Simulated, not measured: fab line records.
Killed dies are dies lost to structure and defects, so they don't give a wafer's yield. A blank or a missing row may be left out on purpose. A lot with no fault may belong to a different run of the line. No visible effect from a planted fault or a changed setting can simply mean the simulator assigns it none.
fab line records    flow sky130
[record] lots = 14  wafers = 42  lastDay = 50
route steps=708 shown LDD_HVP@288 SD_P@322 RES_XHIGH@341 LI_CONTACT@363
lots that met no fault: taken from a fault-free run of the same line
startH: hours from the record's opening day to when the first of the lot's shown wafers began    waitH: time in hours since the lot's previous step    " unchanged from the row above    L1.1+2: one row covering several wafers at once    - value missing, or start not given    * or withheld: withheld    < > ~ a bound
route shown NAME@n: a module of which the file shows steps, and the number in the route of the first    usual: mean and standard deviation over wafers with no fault    same: alike in all rows    chamber/n: place in a boat    sites: per-site readings    _std_site: standard deviation of those values    _edge_site: the outer-site mean with the inner-site mean subtracted    radiusMm: for every site, how far away it sits from the centre of the wafer    mask NAME#n: copy n    behind: the tool/chamber that last shaped the wafer    hold: reason for holding the lot/hours on hold/outcome of the hold    device: which transistor (n, p or np) failed to switch    end of line: tests of these same wafers at the route's end    where a step has no rows: the recipe by itself    killed: count of dies lost to structure and defects at first sort (not the wafer's yield)    map: a wafer's dies, marking killed ones x, the rest . and places with no die _
set.NAME: setting as actually run; set.NAME@STEP: the setting as run at that earlier step    model.NAME: the simulator's own value behind a step, which no gauge read
a sample of lots followed through the steps of the route, with each step as a table and each wafer as a row
services: when a tool's chamber went out of use (startH, in hours from the record's first day, below 0 if earlier), for how many hours, and the reason
[[steps]]
[step SKY_LDD_HVP_TW_MEAS_10]
[usual] LDD_HVP_TW = 457/5.2
lot.wafer  tool          chamber  startH  waitH  LDD_HVP_TW
L131.1     filmMetro-01  -        512.99  0.1    462
L131.2     "             -        "       "      462
L131.3     "             -        "       "      463
L132.2     filmMetro-01  -        515.51  0.1    463
L132.3     "             -        "       "      463
L132.4     "             -        "       "      463
L134.1     filmMetro-02  -        526.16  0.1    453
L134.2     "             -        "       "      453
L134.4     "             -        "       "      452
L135.1     filmMetro-04  -        552.30  0.1    459
L135.2     "             -        "       "      458
L135.5     "             -        "       "      455
L138.3     filmMetro-04  -        565.21  0.1    461
L138.5     "             -        "       "      460
L138.6     "             -        "       "      460
L139.1     filmMetro-02  -        575.64  0.1    451
L139.2     "             -        "       "      451
L139.6     "             -        "       "      451
L144.1     filmMetro-02  -        619.56  0.1    452
L144.3     "             -        "       "      452
L144.6     "             -        "       "      453
L145.1     filmMetro-04  -        624.19  0.1    456
L145.2     "             -        "       "      457
L145.6     "             -        "       "      455
L147.2     filmMetro-02  -        639.56  0.1    450
L147.4     "             -        "       "      450
L147.6     "             -        "       "      450
L148.2     filmMetro-02  -        655.50  0.1    452
L148.3     "             -        "       "      453
L148.5     "             -        "       "      450
L149.4     filmMetro-01  -        661.68  0.1    462
L149.5     "             -        "       "      461
L149.6     "             -        "       "      461
L151.1     filmMetro-02  -        666.36  0.1    451
L151.3     "             -        "       "      454
L151.6     "             -        "       "      454
L152.1     filmMetro-04  -        675.46  0.1    460
L152.3     "             -        "       "      461
L152.5     "             -        "       "      461
L153.1     filmMetro-04  -        691.01  0.1    461
L153.2     "             -        "       "      463
L153.6     "             -        "       "      462
[step SKY_SD_P_COAT_02]
[recipe] resist = NOVOLAK  spinRpm = 3000  resistThkNm = 1140
lot.wafer   tool           chamber  startH  waitH
L131.1+2+3  lithoTrack-04  0        589.48  0.1
L132.2+3+4  lithoTrack-03  0        595.54  0.1
L134.1+2+4  lithoTrack-03  0        601.42  0.1
L135.1+2+5  lithoTrack-03  0        627.42  0.1
L138.3+5+6  lithoTrack-03  0        639.62  0.1
L139.1+2+6  lithoTrack-04  0        650.28  0.1
L144.1+3+6  lithoTrack-04  0        691.98  0.1
L145.1+2+6  lithoTrack-03  0        696.67  0.1
L147.2+4+6  lithoTrack-03  0        711.64  0.1
L148.2+3+5  lithoTrack-03  0        727.39  0.1
L149.4+5+6  lithoTrack-03  0        735.69  0.1
L151.1+3+6  lithoTrack-03  0        739.92  0.1
L152.1+3+5  lithoTrack-02  0        748.07  0.1
L153.1+2+6  lithoTrack-02  0        760.97  0.1
[step SKY_SD_P_CD_MEAS_07]
[recipe] targetCdNm = 380
[usual] cdNm = 380/3.1
lot.wafer  tool      chamber  startH  waitH  cdNm
L131.1     cdSem-01  -        603.88  0.1    384
L131.2     "         -        "       "      385
L131.3     "         -        "       "      386
L132.2     cdSem-01  -        609.04  0.1    383
L132.3     "         -        "       "      386
L132.4     "         -        "       "      381
L134.1     cdSem-02  -        615.82  0.1    381
L134.2     "         -        "       "      383
L134.4     "         -        "       "      383
L135.1     cdSem-01  -        641.17  0.1    423
L135.2     "         -        "       "      423
L135.5     "         -        "       "      423
L138.3     cdSem-02  -        654.06  0.1    424
L138.5     "         -        "       "      426
L138.6     "         -        "       "      425
L139.1     cdSem-02  -        664.22  0.1    376
L139.2     "         -        "       "      378
L139.6     "         -        "       "      374
L144.1     cdSem-01  -        706.07  0.1    380
L144.3     "         -        "       "      379
L144.6     "         -        "       "      379
L145.1     cdSem-01  -        710.82  0.1    377
L145.2     "         -        "       "      378
L145.6     "         -        "       "      376
L147.2     cdSem-01  -        725.44  0.1    380
L147.4     "         -        "       "      377
L147.6     "         -        "       "      379
L148.2     cdSem-01  -        741.34  0.1    378
L148.3     "         -        "       "      377
L148.5     "         -        "       "      377
L149.4     cdSem-01  -        749.33  0.1    377
L149.5     "         -        "       "      376
L149.6     "         -        "       "      377
L151.1     cdSem-02  -        754.33  0.1    381
L151.3     "         -        "       "      379
L151.6     "         -        "       "      379
L152.1     cdSem-01  -        761.43  0.1    379
L152.3     "         -        "       "      377
L152.5     "         -        "       "      379
L153.1     cdSem-01  -        774.57  0.1    376
L153.2     "         -        "       "      378
L153.6     "         -        "       "      378
[step SKY_SD_P_STRIP_10]
[recipe] chemistry = O2/N2  powerW = 1400  pressureMtorr = 1500  platenTempC = withheld  o2FlowSccm = 3000  n2FlowSccm = 300  overashFraction = 0.5
[usual] chamberPressureMTorr = 1500.1/1.2  drypumpMotorCurrentA = 5.3/0.49  oesProductAu = 0.617/0.005  stripTimeToEndpointS = 17.50/0.037
lot.wafer  tool            chamber  startH  waitH  chamberPressureMTorr  drypumpMotorCurrentA  oesProductAu  rfHoursCounterH  stripTimeToEndpointS
L131.1     plasmaAsher-03  0        604.18  0.1    1497.8                5.1                   0.619         15               17.50
L131.2     "               1        "       "      1496.9                5.3                   0.617         15               17.44
L131.3     "               1        "       "      1500.8                5.3                   0.618         -                17.49
L132.2     plasmaAsher-01  1        609.32  0.1    1499.1                6.0                   0.622         93               17.54
L132.3     "               1        "       "      1498.8                6.1                   0.604         -                17.53
L132.4     "               0        "       "      1501.9                6.2                   0.613         -                17.51
L134.1     plasmaAsher-02  1        616.12  0.1    1502.1                5.0                   0.615         82               17.52
L134.2     "               0        "       "      1499.1                4.8                   0.619         82               17.57
L134.4     "               1        "       "      1499.1                5.0                   0.621         -                17.47
L135.1     plasmaAsher-03  0        641.47  0.1    1500.7                5.1                   0.592         19               13.51
L135.2     "               1        "       "      1499.2                5.3                   0.584         19               13.50
L135.5     "               0        "       "      1500.6                5.1                   0.584         -                13.54
L138.3     plasmaAsher-01  1        654.36  0.1    1501.1                6.0                   0.587         -                13.39
L138.5     "               0        "       "      1497.4                6.2                   0.592         -                13.43
L138.6     "               1        "       "      1501.7                6.0                   0.584         -                13.43
L139.1     plasmaAsher-01  1        664.52  0.1    1500.7                6.0                   0.612         99               17.48
L139.2     "               0        "       "      1498.8                6.2                   0.620         99               17.50
L139.6     "               0        "       "      1502.0                6.2                   0.612         -                17.48
L144.1     plasmaAsher-03  0        706.37  0.1    1500.6                5.1                   0.620         25               17.52
L144.3     "               1        "       "      1499.3                5.3                   0.621         -                17.53
L144.6     "               1        "       "      1499.8                5.3                   0.622         -                17.47
L145.1     plasmaAsher-03  0        711.12  0.1    1498.1                5.1                   0.612         26               17.49
L145.2     "               1        "       "      1499.4                5.3                   0.618         26               17.53
L145.6     "               1        "       "      1500.3                5.3                   0.624         -                17.47
L147.2     plasmaAsher-03  0        725.72  0.1    1500.9                5.1                   0.617         27               17.47
L147.4     "               1        "       "      1498.6                5.3                   0.610         -                17.45
L147.6     "               0        "       "      1497.5                5.1                   0.610         -                17.50
L148.2     plasmaAsher-02  1        741.62  0.1    1500.9                5.0                   0.621         94               17.52
L148.3     "               1        "       "      1498.3                5.0                   0.614         -                17.50
L148.5     "               0        "       "      1502.3                4.8                   0.622         -                17.53
L149.4     plasmaAsher-03  0        749.61  0.1    1501.1                5.1                   0.613         -                17.47
L149.5     "               1        "       "      1500.7                5.3                   0.619         -                17.51
L149.6     "               0        "       "      1501.5                5.1                   0.623         -                17.52
L151.1     plasmaAsher-02  0        754.63  0.1    1501.9                4.8                   0.616         95               17.45
L151.3     "               1        "       "      1500.0                5.0                   0.628         -                17.50
L151.6     "               1        "       "      1500.6                5.0                   0.619         -                17.48
L152.1     plasmaAsher-02  0        761.73  0.1    1499.5                4.8                   0.623         96               17.48
L152.3     "               0        "       "      1496.7                4.8                   0.617         -                17.53
L152.5     "               1        "       "      1500.6                5.0                   0.613         -                17.45
L153.1     plasmaAsher-01  1        774.87  0.1    1501.3                6.0                   0.624         3                17.52
L153.2     "               0        "       "      1499.4                6.2                   0.619         3                17.55
L153.6     "               1        "       "      1502.6                6.0                   0.616         -                17.55
[step SKY_RES_XHIGH_TW_MEAS_09]
[usual] RES_XHIGH_TW = 1666/10
lot.wafer  tool          chamber  startH  waitH  RES_XHIGH_TW
L131.1     filmMetro-01  -        633.07  0.1    1659
L131.2     "             -        "       "      1666
L131.3     "             -        "       "      1661
L132.2     filmMetro-01  -        638.33  0.1    1667
L132.3     "             -        "       "      1664
L132.4     "             -        "       "      1667
L134.1     filmMetro-03  -        644.90  0.1    1665
L134.2     "             -        "       "      1653
L134.4     "             -        "       "      1654
L135.1     filmMetro-04  -        670.13  0.1    1654
L135.2     "             -        "       "      1659
L135.5     "             -        "       "      1667
L138.3     filmMetro-04  -        682.65  0.1    1668
L138.5     "             -        "       "      1672
L138.6     "             -        "       "      1665
L139.1     filmMetro-04  -        692.87  0.1    1667
L139.2     "             -        "       "      1661
L139.6     "             -        "       "      1662
L144.1     filmMetro-04  -        734.47  0.1    1649
L144.3     "             -        "       "      1644
L144.6     "             -        "       "      1639
L145.1     filmMetro-03  -        738.62  0.1    1671
L145.2     "             -        "       "      1682
L145.6     "             -        "       "      1675
L147.2     filmMetro-01  -        752.89  0.1    1671
L147.4     "             -        "       "      1678
L147.6     "             -        "       "      1675
L148.2     filmMetro-01  -        768.58  0.1    1666
L148.3     "             -        "       "      1669
L148.5     "             -        "       "      1664
L149.4     filmMetro-04  -        777.00  0.1    1671
L149.5     "             -        "       "      1663
L149.6     "             -        "       "      1670
L151.1     filmMetro-04  -        781.38  0.1    1665
L151.3     "             -        "       "      1665
L151.6     "             -        "       "      1661
L152.1     filmMetro-03  -        788.03  0.1    1684
L152.3     "             -        "       "      1681
L152.5     "             -        "       "      1676
L153.1     filmMetro-04  -        800.80  0.1    1646
L153.2     "             -        "       "      1650
L153.6     "             -        "       "      1648
[step SKY_LI_CONTACT_THK_MEAS_01]
[recipe] reads = PSG_of_LI_CONTACT_HDPCVD_00
[usual] LI_CONTACT_HDPCVD_THK = 967/11
lot.wafer  tool          chamber  startH  waitH  LI_CONTACT_HDPCVD_THK[nm]
L131.1     filmMetro-03  -        663.64  0.1    958
L131.2     "             -        "       "      965
L131.3     "             -        "       "      943
L132.2     filmMetro-03  -        667.90  0.1    947
L132.3     "             -        "       "      954
L132.4     "             -        "       "      947
L134.1     filmMetro-03  -        673.47  0.1    968
L134.2     "             -        "       "      961
L134.4     "             -        "       "      973
L135.1     filmMetro-04  -        699.06  0.1    973
L135.2     "             -        "       "      951
L135.5     "             -        "       "      972
L138.3     filmMetro-04  -        711.11  0.1    987
L138.5     "             -        "       "      983
L138.6     "             -        "       "      981
L139.1     filmMetro-03  -        722.33  0.1    968
L139.2     "             -        "       "      958
L139.6     "             -        "       "      965
L144.1     filmMetro-01  -        762.34  0.1    958
L144.3     "             -        "       "      971
L144.6     "             -        "       "      964
L145.1     filmMetro-04  -        767.84  0.1    957
L145.2     "             -        "       "      960
L145.6     "             -        "       "      962
L147.2     filmMetro-01  -        781.40  0.1    962
L147.4     "             -        "       "      973
L147.6     "             -        "       "      977
L148.2     filmMetro-01  -        796.30  0.1    989
L148.3     "             -        "       "      969
L148.5     "             -        "       "      970
L149.4     filmMetro-03  -        805.06  0.0    971
L149.5     "             -        "       "      949
L149.6     "             -        "       "      983
L151.1     filmMetro-03  -        813.14  0.1    979
L151.3     "             -        "       "      981
L151.6     "             -        "       "      962
L152.1     filmMetro-04  -        816.06  0.1    983
L152.3     "             -        "       "      971
L152.5     "             -        "       "      970
L153.1     filmMetro-03  -        827.09  0.1    992
L153.2     "             -        "       "      964
L153.6     "             -        "       "      965
[[services]]
tool            chamber  startH  hours  kind
plasmaAsher-02  -        638.98  1.7    repair
plasmaAsher-02  -        642.88  3.0    repair
plasmaAsher-03  -        665.71  0.6    repair
plasmaAsher-03  -        666.26  2.8    pm
plasmaAsher-03  -        670.87  1.4    repair
plasmaAsher-01  -        733.75  9.0    pm
plasmaAsher-01  0        733.75  9.0    ventCycle
plasmaAsher-01  1        733.75  9.0    ventCycle
plasmaAsher-01  0        742.75  -      clean
plasmaAsher-01  1        742.75  -      clean
plasmaAsher-01  -        753.33  0.5    repair
[[key]]
[firstSign] step = SKY_SD_P_CD_MEAS_07  reading = cdNm  direction = up  sigmas = 14  usual = 380  struck = 424
[effect] step = SKY_SD_P_STRIP_10  reading = stripTimeToEndpointS  direction = down  sigmas = 99+  usual = *  struck = *
metAt SKY_SD_P_COAT_02
struckLots L135,L138
sortLeftOut L135.1,L135.2,L135.5,L138.3,L138.5,L138.6
testerLeftOut L135,L138
notActingAt SKY_LDD_HVP_TW_MEAS_10,SKY_RES_XHIGH_TW_MEAS_09,SKY_LI_CONTACT_THK_MEAS_01
onsetBetween 601.42 627.42
[fault] kind = processParameterDrift  tool = lithoTrack-03  chamber = -  onsetH = 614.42  steps = SKY_SD_P_COAT_02  channel = resistThkNm  offset = -351.26  shape = step  endH = 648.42  actsIn = theseRecipesOnly  stated = 1140
// testerLeftOut: of these lots the tester's yield and bins aren't shown, on N5 and GAA mostly nor the transistor test; their killed dies are dies lost to structure and defects alone, not to doping, threshold or leakage, so they don't give the yield
// sortLeftOut: the simulated sort isn't trusted on such a fault, so these wafers' sort isn't shown, and their yield isn't known
